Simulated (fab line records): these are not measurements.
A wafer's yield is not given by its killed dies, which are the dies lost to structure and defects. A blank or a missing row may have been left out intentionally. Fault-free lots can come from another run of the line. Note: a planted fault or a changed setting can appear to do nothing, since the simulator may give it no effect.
Which tool is to blame?	flow sky130	12 lots with 35 wafers sampled at 5 steps, on a route of 708 steps

== WHAT EACH GAUGE READ, for each wafer ==
SKY_LDD_P_TW_MEAS_11.
lot	measured	on	LDD_P_TW
L446	day 18 17:33	film metro-04	645 646 645
L447	day 18 22:35	film metro-02	642 645 644
L448	day 19 15:29	film metro-01	636 638 636
L449	day 20 01:35	film metro-01	643 644 643
L451	day 20 16:08	film metro-01	644 643 642
L454	day 22 00:16	film metro-02	638 637 639
L461	day 24 09:28	film metro-04	649 648 647
L462	day 24 17:16	film metro-01	644 640
L465	day 25 23:53	film metro-02	641 640 641
L464	day 26 00:07	film metro-01	640 640 641
L466	day 26 12:37	film metro-01	640 641 639
L467	day 26 13:36	film metro-04	640 642 643

SKY_LDD_HVN_TW_MEAS_10.
lot	measured	on	LDD_HVN_TW
L446	day 20 00:15	film metro-03	1426 1432 1434
L447	day 20 05:43	film metro-03	1422 1426 1430
L448	day 20 22:40	film metro-02	1444 1437 1447
L449	day 21 08:38	film metro-03	1435 1448 1446
L451	day 21 22:22	film metro-04	1463 1461 1458
L454	day 23 04:55	film metro-04	1456 1460 1459
L461	day 25 15:27	film metro-02	1394 1452 1451 1405 1449 1453
L462	day 25 22:31	film metro-04	1402 1457 1401 1452
L465	day 27 05:14	film metro-02	1441 1445 1449
L464	day 27 05:59	film metro-02	1395 1443 1451 1384 1446 1453
L466	day 27 17:41	film metro-03	1441 1437 1432
L467	day 27 19:22	film metro-03	1446 1439 1441

== WHICH TOOL RAN EACH LOT (tool, then ch and the chambers of the sampled wafers, then the start) ==
lot	SKY_POLY_GATE_ETCH_16	SKY_POLY_GATE_STRIP_18	SKY_LDD_HVN_IMPLANT_08
L446	rie diel-02 ch 1,2,3, day 16 04:38	plasma asher-03 ch 0,1, day 16 04:47	implanter-01 ch 0, day 20 00:00
L447	rie diel-01 ch 0,1, day 16 08:10	plasma asher-01 ch 0,1, day 16 08:19	implanter-02 ch 0, day 20 05:28
L448	rie diel-03 ch 0,1, day 17 00:46	plasma asher-01 ch 0,1, day 17 00:55	implanter-04 ch 0, day 20 22:25
L449	rie diel-03 ch 1,2,3, day 17 08:49	plasma asher-02 ch 0, day 17 08:58	implanter-02 ch 0, day 21 08:23
L451	rie diel-02 ch 0,2,3, day 18 00:16	plasma asher-02 ch 1, day 18 00:25	implanter-01 ch 0, day 21 22:07
L454	rie diel-02 ch 0,3, day 19 06:04	plasma asher-02 ch 0,1, day 19 06:15	implanter-01 ch 0, day 23 04:42
L461	rie diel-02 ch 0,1,3, day 21 17:04	plasma asher-01 ch 0,1, day 21 17:13	implanter-01 ch 0, day 25 15:12
L462	rie diel-03 ch 1,2, day 21 23:43	plasma asher-03 ch 0,1, day 21 23:52	implanter-01 ch 0, day 25 22:16
L465	rie diel-01 ch 1,3, day 23 08:17	plasma asher-03 ch 0,1, day 23 08:26	implanter-02 ch 0, day 27 04:59
L464	rie diel-02 ch 2,3, day 23 08:28	plasma asher-01 ch 0,1, day 23 08:37	implanter-01 ch 0, day 27 05:44
L466	rie diel-01 ch 0,1,3, day 23 21:49	plasma asher-01 ch 0, day 23 21:58	implanter-02 ch 0, day 27 17:26
L467	rie diel-02 ch 0,2,3, day 23 22:28	plasma asher-03 ch 0,1, day 23 22:37	implanter-02 ch 0, day 27 19:07
- SKY_POLY_GATE_ETCH_16: etches Si3N4 in CH3F/O2, stops on poly-Si, time 147.5 s, target depth 75 nm.
- SKY_POLY_GATE_STRIP_18: strips in O2/N2.
- SKY_LDD_HVN_IMPLANT_08

== WHAT THE TOOLS THEMSELVES READ (means of the sampled wafers that have a number; where no wafer has one, the mark that the record gives instead) ==
SKY_POLY_GATE_ETCH_16.
lot	tool	bias w (W)	drypump motor current A (A)	oes product au (a.u.)	throttle valve pct (%)
L446	rie diel-02	79.86	6.0	0.642	10.542
L447	rie diel-01	79.92	6.0	0.642	10.532
L448	rie diel-03	80.02	5.5	0.640	10.536
L449	rie diel-03	79.96	5.7	0.638	10.530
L451	rie diel-02	80.17	5.9	0.638	10.533
L454	rie diel-02	80.13	5.7	0.636	10.536
L461	rie diel-02	80.06	5.6	0.640	10.537
L462	rie diel-03	80.20	5.4	0.639	10.538
L465	rie diel-01	80.12	5.7	0.637	10.537
L464	rie diel-02	80.13	6.3	0.638	10.536
L466	rie diel-01	80.10	5.9	0.640	10.531
L467	rie diel-02	79.82	5.9	0.640	10.539

SKY_POLY_GATE_STRIP_18.
lot	tool	drypump motor current A (A)	oes product au (a.u.)	strip time to endpoint s (s)
L446	plasma asher-03	5.7	0.363	3.18
L447	plasma asher-01	5.5	0.359	3.20
L448	plasma asher-01	5.9	0.363	3.17
L449	plasma asher-02	6.1	0.363	3.20
L451	plasma asher-02	5.5	0.359	3.16
L454	plasma asher-02	5.9	0.366	3.21
L461	plasma asher-01	5.9	0.360	3.14
L462	plasma asher-03	5.8	0.367	3.13
L465	plasma asher-03	5.7	0.362	3.13
L464	plasma asher-01	5.5	0.359	3.16
L466	plasma asher-01	6.4	0.359	3.16
L467	plasma asher-03	5.7	0.362	3.16

== THE ANSWER, worked out from the rows above alone ==
Rule: the usual values come from the lots themselves. Put in order of their means at a reading, lots are off if they are a third of the lots or fewer, leave a main group of 4 or more, and stand apart from it by a gap of 3 or more times the standard deviation of the main group's means; of several such gaps the widest counts. Not used: any main group whose means are identical at the precision the tables above print for the reading. Also off: a lot with no number at a reading for which 4 or more lots have one. Where the step has rows for the other lots, those lots are counted as sound. After the gauges, taken in route order, come the tools' own readings; for these a lot's mean is taken, as printed above. The first step at which some lot is off is used, and at that step the reading that is off furthest; a lot without a number counts as furthest.
Nothing can be told from this: no lot is off at any reading shown.

== WHAT WAS PUT IN BY THE SIMULATOR ==
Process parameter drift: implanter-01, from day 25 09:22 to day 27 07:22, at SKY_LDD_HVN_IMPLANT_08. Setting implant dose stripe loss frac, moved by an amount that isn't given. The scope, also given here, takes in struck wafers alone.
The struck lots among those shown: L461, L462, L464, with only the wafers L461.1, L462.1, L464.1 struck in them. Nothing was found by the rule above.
